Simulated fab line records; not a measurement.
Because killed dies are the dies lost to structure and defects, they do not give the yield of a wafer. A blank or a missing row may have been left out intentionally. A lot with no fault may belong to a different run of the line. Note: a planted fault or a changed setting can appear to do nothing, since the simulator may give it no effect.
Matching of chambers	flow sky130	rieDiel-01 running SKY_FIELD_ISO_ETCH_15: 4 sister chambers
The step etches the open film in CHF3/O2, stops on Si, target depth 180 nm, time 72 s. 8 wafers are shown with their chamber, then 9 later ones without.

== EACH WAFER AND ITS CHAMBER ==
wafer	chamber	drypumpMotorCurrentA (A)	oesProductAu (a.u.)
L074.4	1	5.1	0.959
L083.4	1	5.1	0.947
L083.5	0	5.6	0.940
L086.4	3	6.2	0.950
L086.5	2	5.0	0.939
L088.2	3	6.2	0.942
L088.3	0	5.6	0.935
L088.5	2	4.9	0.940

== WAFERS WHOSE CHAMBER IS MISSING ==
wafer	drypumpMotorCurrentA (A)	oesProductAu (a.u.)
L090.1	5.1	0.941
L090.4	5.0	0.942
L090.5	6.2	0.943
L093.2	5.6	0.951
L093.4	6.2	0.931
L093.6	5.0	0.936
L096.1	6.2	0.953
L096.2	5.1	0.950
L096.5	5.0	0.945

== EACH ONE'S CHAMBER ==
wafer	from the rows above	in truth
L090.1	1	1
L090.4	can't be placed: 2 or 1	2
L090.5	3	3
L093.2	0	0
L093.4	3	3
L093.6	2	2
L096.1	3	3
L096.2	1	1
L096.5	can't be placed: 2 or 1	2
Placed correctly: 7 of 9. Not placeable from these rows: 2 (in 2, the candidates include the true chamber). 0 placed wrongly.
How it was worked out, from the rows above alone: a wafer's distance from a chamber is the root of the sum, over the readings, of the square of ((its reading less the chamber's mean) divided by the reading's scatter). If the next closest chamber is less than 2 further off than the closest, the wafer can't be placed; otherwise it belongs to the closest. For every chamber, the mean is computed from those of its wafers that are shown. How the scatter is found: for the shown wafers, subtract from each reading the mean of its chamber, square and add these, divide the total by (wafers less chambers), then take the root.
